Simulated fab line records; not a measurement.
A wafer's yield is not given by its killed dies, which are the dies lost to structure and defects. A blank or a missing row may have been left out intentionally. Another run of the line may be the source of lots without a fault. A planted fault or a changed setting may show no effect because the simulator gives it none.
2 desks, one fault    flow sky130    numbers are kept per desk, each desk with only its own; the story behind them comes last

## THE TOOL OWNER'S DESK: furnace-02
The tool's own readings at SKY_GATE_OXIDE_OXIDATION_01 (stabilise 600 s, purge 300 s, target thk 10.268 nm): means of the sampled wafers that have a number, for each lot that ran on this tool. The brackets show how far a lot's mean lies from the usual mean; more than 4 standard deviations puts the lot out of limits, marked OUT.
Columns: A = spike_tc_centre_C at SKY_GATE_OXIDE_OXIDATION_01, usual 900.4 C; B = zone_power_bottom_pct at SKY_GATE_OXIDE_OXIDATION_01, usual 31.0 %
lot   first seen here  A      B
L714  day 13 13:28     900.0  30.1
L716  day 14 01:32     900.2  30.2
L727  day 18 00:32     900.5  30.0
L730  day 18 16:01     901.7  29.8
L731  day 19 09:53     901.2  30.3
This desk's verdict: no lot among the 5 shows anything out of limits.

## METROLOGY DESK
Lot by lot, what the gauges showed, no matter which tool ran the lot: averages of those sampled wafers that carry a number. The brackets show how far a lot's mean lies from the usual mean; more than 4 standard deviations puts the lot out of limits, marked OUT.
Columns: A = cd_nm at SKY_SONOS_ONO_CD_MEAS_13, usual 409.9 nm; B = SONOS_ONO_OVL at SKY_SONOS_ONO_OVL_MEAS_14, usual 0.8 nm; C = GATE_OXIDE_OXIDATION_00_THK at SKY_GATE_OXIDE_THK_MEAS_02, usual 10.35 nm
lot   first seen here  A      B     C
L713  day 13 06:25     407.3  -0.3  10.38
L714  day 13 11:52     411.3  0.7   10.18
L716  day 14 00:40     409.0  -1.2  10.17
L727  day 17 23:04     410.2  3.7   10.44
L730  day 18 15:03     407.8  3.7   10.22
L731  day 19 05:04     412.2  4.3   10.22
This desk's verdict: no lot among the 6 shows anything out of limits.

## BROUGHT TOGETHER
The tool owner's desk saw nothing out of limits.
At the metrology desk, nothing out of limits was observed.

## WHAT THE SIMULATOR HAD INSERTED
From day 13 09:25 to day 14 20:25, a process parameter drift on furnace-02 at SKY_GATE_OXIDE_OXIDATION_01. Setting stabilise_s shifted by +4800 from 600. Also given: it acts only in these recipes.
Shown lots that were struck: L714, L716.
